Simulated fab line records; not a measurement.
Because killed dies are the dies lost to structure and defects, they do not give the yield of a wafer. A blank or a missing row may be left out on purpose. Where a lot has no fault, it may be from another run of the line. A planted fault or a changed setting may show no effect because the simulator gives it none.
fab line records | flow gf180mcu
record lots=13 wafers=39 last-day=34
route steps=602 shown PSD@261 NSD@262 CONTACT@292 M1@329 V1@337
lots that met no fault: taken from a fault-free run of the same line
start-h: start of the lot's first displayed wafer, in hours after the record's first day | wait-h: how many hours have passed since the lot's step before this one | " identical to the entry in the row above | L1.1+2: a single row standing in for several wafers | - no value present, or no start provided | * or withheld: withheld | < > ~ a bound
route shown NAME@n: names a module that has steps shown in the file, with the first one's number in the route | usual: the fault-free wafers' mean and standard deviation | same: alike in all rows | chamber/n: place in a boat | sites: per-site readings | _std_site: the standard deviation of these | _edge_site: inner sites' mean taken away from outer sites' mean | radius-mm: for every site, how far away it sits from the centre of the wafer | mask NAME#n: copy n | behind: tool/chamber where the wafer was last shaped | hold: why the lot was held/for how many hours/how that ended | device: transistor that didn't switch, given as n, p or np | end of line: at the end of the route, the tests of the same wafers | for a step that has no rows: nothing shown but its recipe | killed: at the first sort, the dies lost to defects and structure; wafer yield is something else | map: a wafer's dies, marking killed ones x, the rest . and places with no die _
set.NAME: the setting that was run; set.NAME@STEP: the one run at that earlier step | model.NAME: the simulator's own value behind a step, which no gauge read
steps of the route over a sample of lots; a table a step, a row a wafer
services: when a tool's chamber went out of use (start-h, in hours from the record's first day, below 0 if earlier), for how many hours, and the reason
## steps
# step GF_PSD_RTA_13
# recipe temp-c=1025 time-s=20 ambient=N2
# usual anneal-temp-c-max=1029.6/0.81 lamp-power-pct=36.6/2.7 wafer_temp_C_max=1029.2/0.87
# columns lot.wafer tool chamber start-h wait-h anneal-temp-c-max lamp-power-pct wafer_temp_C_max
L124.3 rtp-anneal-01 0 311.45 0.0 1029.7 39.2 1029.0
L124.4 " 0 " " 1029.6 39.3 1028.5
L124.6 " 0 " " 1028.4 39.2 1029.3
L127.1 rtp-anneal-02 0 340.38 0.0 1029.9 33.9 1029.7
L127.3 " 0 " " 1029.1 33.8 1028.8
L127.6 " 0 " " 1028.3 33.8 1029.4
L128.2 rtp-anneal-02 0 358.56 0.0 1028.4 33.8 1029.3
L128.3 " 0 " " 1028.8 33.8 1028.5
L128.4 " 0 " " 1029.9 33.9 1028.3
L130.1 rtp-anneal-01 0 378.88 0.0 1030.0 39.2 1028.4
L130.2 " 0 " " 1029.0 39.3 1028.9
L130.3 " 0 " " 1029.8 39.2 1028.8
L131.3 rtp-anneal-01 0 385.47 0.0 1028.7 39.3 1027.8
L131.4 " 0 " " 1029.2 39.3 1028.0
L131.6 " 0 " " 1030.1 39.3 1028.7
L132.1 rtp-anneal-01 0 388.07 0.0 1028.7 39.2 1029.2
L132.2 " 0 " " 1029.4 39.2 1029.6
L132.3 " 0 " " 1028.8 39.3 1029.6
L135.1 rtp-anneal-01 0 416.44 0.0 1028.2 39.2 1030.2
L135.4 " 0 " " 1029.2 39.2 1028.7
L135.6 " 0 " " 1031.2 39.3 1028.8
L136.1 rtp-anneal-02 0 422.82 0.0 1028.6 33.8 1027.6
L136.4 " 0 " " 1030.2 33.8 1029.5
L136.5 " 0 " " 1029.0 33.9 1028.8
L137.2 rtp-anneal-01 0 428.39 0.0 1028.6 39.3 1030.6
L137.3 " 0 " " 1029.9 39.3 1027.9
L137.6 " 0 " " 1029.8 39.2 1029.9
L140.1 rtp-anneal-02 0 459.19 0.0 1030.8 33.8 1028.8
L140.2 " 0 " " 1028.8 33.9 1031.7
L140.5 " 0 " " 1029.1 33.9 1031.2
L145.2 rtp-anneal-01 0 496.38 0.0 1030.6 39.3 1028.7
L145.3 " 0 " " 1030.8 39.3 1030.1
L145.4 " 0 " " 1029.5 39.3 1028.2
L146.2 rtp-anneal-01 0 499.89 0.0 1029.4 39.2 1028.7
L146.3 " 0 " " 1029.6 39.2 1028.1
L146.4 " 0 " " 1028.7 39.3 1028.6
L147.1 rtp-anneal-01 0 508.62 0.0 1028.5 39.3 1028.7
L147.2 " 0 " " 1030.9 39.2 1027.6
L147.6 " 0 " " 1029.1 39.4 1028.6
# step GF_PSD_RS_MEAS_14
# recipe thk-meas-gauge=four-point-probe
# usual NSD_RS=46.14/0.072
# columns lot.wafer tool chamber start-h wait-h NSD_RS[ohm/sq]
L124.3 film-metro-03 - 311.55 0.1 46.23
L124.4 " - " " 46.24
L124.6 " - " " 46.19
L127.1 film-metro-01 - 340.46 0.1 46.09
L127.3 " - " " 46.14
L127.6 " - " " 46.15
L128.2 film-metro-03 - 358.65 0.1 46.10
L128.3 " - " " 46.15
L128.4 " - " " 45.95
L130.1 film-metro-02 - 378.96 0.1 45.97
L130.2 " - " " 45.93
L130.3 " - " " 46.03
L131.3 film-metro-01 - 385.57 0.1 46.19
L131.4 " - " " 46.23
L131.6 " - " " 46.11
L132.1 film-metro-03 - 388.25 0.2 42.62
L132.2 " - " " 42.57
L132.3 " - " " 42.47
L135.1 film-metro-01 - 416.53 0.1 42.64
L135.4 " - " " 42.63
L135.6 " - " " 42.68
L136.1 film-metro-02 - 422.91 0.1 46.20
L136.4 " - " " 46.23
L136.5 " - " " 46.10
L137.2 film-metro-02 - 428.48 0.1 42.51
L137.3 " - " " 42.68
L137.6 " - " " 42.59
L140.1 film-metro-03 - 459.28 0.1 45.95
L140.2 " - " " 46.17
L140.5 " - " " 46.20
L145.2 film-metro-01 - 496.47 0.1 46.25
L145.3 " - " " 46.22
L145.4 " - " " 46.19
L146.2 film-metro-03 - 499.98 0.1 46.15
L146.3 " - " " 46.20
L146.4 " - " " 46.04
L147.1 film-metro-02 - 508.70 0.1 46.10
L147.2 " - " " 46.13
L147.6 " - " " 46.07
# step GF_PSD_RS_MEAS_15
# recipe thk-meas-gauge=four-point-probe
# usual PSD_RS=108.54/0.26
# columns lot.wafer tool chamber start-h wait-h PSD_RS[ohm/sq]
L124.3 film-metro-03 - 311.67 0.1 108.50
L124.4 " - " " 108.49
L124.6 " - " " 108.18
L127.1 film-metro-01 - 340.58 0.1 108.55
L127.3 " - " " 108.18
L127.6 " - " " 108.52
L128.2 film-metro-03 - 358.77 0.1 108.47
L128.3 " - " " 108.47
L128.4 " - " " 107.96
L130.1 film-metro-02 - 379.08 0.1 108.55
L130.2 " - " " 108.37
L130.3 " - " " 108.66
L131.3 film-metro-01 - 385.69 0.1 108.58
L131.4 " - " " 108.53
L131.6 " - " " 108.64
L132.1 film-metro-03 - 388.37 0.1 98.67
L132.2 " - " " 98.62
L132.3 " - " " 98.49
L135.1 film-metro-01 - 416.65 0.1 98.59
L135.4 " - " " 98.42
L135.6 " - " " 98.07
L136.1 film-metro-02 - 423.03 0.1 108.42
L136.4 " - " " 108.60
L136.5 " - " " 108.65
L137.2 film-metro-02 - 428.60 0.1 98.69
L137.3 " - " " 98.43
L137.6 " - " " 98.59
L140.1 film-metro-03 - 459.40 0.1 108.17
L140.2 " - " " 108.33
L140.5 " - " " 108.78
L145.2 film-metro-01 - 496.59 0.1 108.65
L145.3 " - " " 108.83
L145.4 " - " " 108.65
L146.2 film-metro-03 - 500.10 0.1 108.16
L146.3 " - " " 108.31
L146.4 " - " " 108.11
L147.1 film-metro-02 - 508.82 0.1 108.73
L147.2 " - " " 108.83
L147.6 " - " " 108.57
# step GF_CONTACT_BOW_MEAS_05
# recipe mode=bow
# usual CONTACT_BOW=65/6.6
# columns lot.wafer tool chamber start-h wait-h CONTACT_BOW[um]
L124.3 film-metro-03 - 333.95 0.1 71
L124.4 " - " " 77
L124.6 " - " " 72
L127.1 film-metro-04 - 364.62 0.1 60
L127.3 " - " " 58
L127.6 " - " " 64
L128.2 film-metro-02 - 386.43 0.2 58
L128.3 " - " " 62
L128.4 " - " " 53
L130.1 film-metro-04 - 403.88 0.2 59
L130.2 " - " " 66
L130.3 " - " " 69
L131.3 film-metro-03 - 410.53 0.1 67
L131.4 " - " " 65
L131.6 " - " " 74
L132.1 film-metro-02 - 413.27 0.1 57
L132.2 " - " " 62
L132.3 " - " " 62
L135.1 film-metro-04 - 442.63 0.2 63
L135.4 " - " " 66
L135.6 " - " " 59
L136.1 film-metro-03 - 448.42 0.2 60
L136.4 " - " " 60
L136.5 " - " " 74
L137.2 film-metro-02 - 454.66 0.2 67
L137.3 " - " " 60
L137.6 " - " " 67
L140.1 film-metro-03 - 485.16 0.2 71
L140.2 " - " " 58
L140.5 " - " " 67
L145.2 film-metro-04 - 521.73 0.2 68
L145.3 " - " " 63
L145.4 " - " " 63
L146.2 film-metro-02 - 525.03 0.2 67
L146.3 " - " " 49
L146.4 " - " " 71
L147.1 film-metro-02 - 533.88 0.2 67
L147.2 " - " " 67
L147.6 " - " " 70
# step GF_M1_CD_MEAS_14
# recipe target-cd-nm=230
# usual cd-nm=229.6/1.2
# columns lot.wafer tool chamber start-h wait-h cd-nm
L124.3 cd-sem-02 - 380.19 0.1 227.9
L124.4 " - " " 227.2
L124.6 " - " " 228.1
L127.1 cd-sem-01 - 412.30 0.1 228.4
L127.3 " - " " 226.5
L127.6 " - " " 228.1
L128.2 cd-sem-01 - 435.05 0.1 229.5
L128.3 " - " " 229.9
L128.4 " - " " 229.7
L130.1 cd-sem-02 - 453.31 0.1 228.8
L130.2 " - " " 229.3
L130.3 " - " " 229.4
L131.3 cd-sem-01 - 460.09 0.1 230.8
L131.4 " - " " 231.5
L131.6 " - " " 230.8
L132.1 cd-sem-02 - 463.71 0.1 230.5
L132.2 " - " " 231.0
L132.3 " - " " 230.5
L135.1 cd-sem-02 - 492.15 0.1 229.4
L135.4 " - " " 229.7
L135.6 " - " " 229.7
L136.1 cd-sem-02 - 498.06 0.1 229.9
L136.4 " - " " 230.4
L136.5 " - " " 229.5
L137.2 cd-sem-02 - 504.72 0.1 232.7
L137.3 " - " " 232.6
L137.6 " - " " 232.0
L140.1 cd-sem-02 - 533.55 0.1 228.5
L140.2 " - " " 227.6
L140.5 " - " " 229.4
L145.2 cd-sem-01 - 566.12 0.1 228.2
L145.3 " - " " 227.6
L145.4 " - " " 228.5
L146.2 cd-sem-02 - 571.62 0.1 231.2
L146.3 " - " " 229.9
L146.4 " - " " 228.7
L147.1 cd-sem-02 - 579.80 0.1 230.3
L147.2 " - " " 229.8
L147.6 " - " " 229.4
# step GF_V1_CVD_02
# recipe material=SiO2 target-thk-nm=850 precursor=TEOS temp-c=400 time-s=94.851 rf-w=600
# usual heater-power-w=603/80 susceptor-temp-C=400.00/0.21
# columns lot.wafer tool chamber start-h wait-h heater-power-w susceptor-temp-C
L124.3 pecvd-03 1 381.12 0.0 458 399.67
L124.4 " 1 " " 498 399.84
L124.6 " 0 " " 552 399.83
L127.1 pecvd-03 0 413.24 0.1 508 399.59
L127.3 " 2 " " 619 400.15
L127.6 " 0 " " 531 400.02
L128.2 pecvd-01 1 435.96 0.0 761 400.11
L128.3 " 0 " " 650 399.89
L128.4 " 2 " " 576 400.05
L130.1 pecvd-03 0 454.27 0.1 492 400.08
L130.2 " 2 " " 574 399.57
L130.3 " 1 " " 531 400.28
L131.3 pecvd-02 2 461.03 0.0 603 399.92
L131.4 " 0 " " 646 400.19
L131.6 " 1 " " 705 400.09
L132.1 pecvd-02 0 464.68 0.1 636 399.72
L132.2 " 1 " " 600 400.28
L132.3 " 2 " " 563 399.94
L135.1 pecvd-01 2 493.23 0.1 531 400.02
L135.4 " 2 " " 568 399.74
L135.6 " 1 " " 752 400.19
L136.1 pecvd-01 1 499.02 0.1 744 399.89
L136.4 " 0 " " 691 399.87
L136.5 " 1 " " 606 399.87
L137.2 pecvd-02 2 505.64 0.0 675 399.92
L137.3 " 0 " " 711 400.19
L137.6 " 2 " " 550 400.42
L140.1 pecvd-02 2 534.69 0.1 719 399.89
L140.2 " 1 " " 685 400.11
L140.5 " 2 " " 551 400.20
L145.2 pecvd-03 1 567.23 0.0 480 400.07
L145.3 " 2 " " 634 399.86
L145.4 " 2 " " 505 400.30
L146.2 pecvd-03 0 572.57 0.0 530 399.94
L146.3 " 2 " " 620 399.79
L146.4 " 0 " " 436 400.10
L147.1 pecvd-02 0 580.77 0.1 677 400.07
L147.2 " 1 " " 683 400.19
L147.6 " 1 " " 561 400.35
## services
# columns tool chamber start-h hours kind
pecvd-03 - 311.33 5.4 repair
pecvd-01 1 337.53 15.9 repair
pecvd-03 0 338.83 6.4 repair
pecvd-02 - 368.88 14.0 pm
pecvd-02 0 368.88 14.0 vent-cycle
pecvd-02 1 368.88 14.0 vent-cycle
pecvd-02 2 368.88 14.0 vent-cycle
pecvd-02 0 382.88 - clean
pecvd-02 1 382.88 - clean
pecvd-02 2 382.88 - clean
pecvd-01 0 388.32 14.1 repair
rtp-anneal-01 - 407.04 3.9 pm
rtp-anneal-01 - 432.03 0.6 pm
pecvd-02 0 449.58 3.8 repair
pecvd-01 2 450.02 5.4 repair
rtp-anneal-01 - 485.47 9.7 pm
pecvd-03 1 497.47 38.9 repair
pecvd-02 1 511.58 4.5 repair
pecvd-02 - 527.17 1.8 repair
pecvd-01 - 538.72 0.8 repair
## key
first-sign step=GF_PSD_RS_MEAS_14 reading=NSD_RS direction=down sigmas=49 usual=46.14 struck=42.60
effect step=GF_PSD_RS_MEAS_15 reading=PSD_RS direction=down sigmas=39 usual=108.54 struck=98.51
met-at GF_PSD_RTA_13
struck-lots L132,L135,L137
tester-left-out L132,L135,L137
not-acting-at GF_CONTACT_BOW_MEAS_05,GF_M1_CD_MEAS_14,GF_V1_CVD_02
onset-between 385.47 388.07
fault kind=process-parameter-drift tool=rtp-anneal-01 chamber=- onset-h=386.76 steps=GF_PSD_RTA_13 channel=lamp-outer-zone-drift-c offset=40 shape=step end-h=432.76
# tester-left-out: of these lots the tester's yield and bins aren't shown, on N5 and GAA mostly nor the transistor test; their killed dies are dies lost to structure and defects alone, not to doping, threshold or leakage, so they don't give the yield
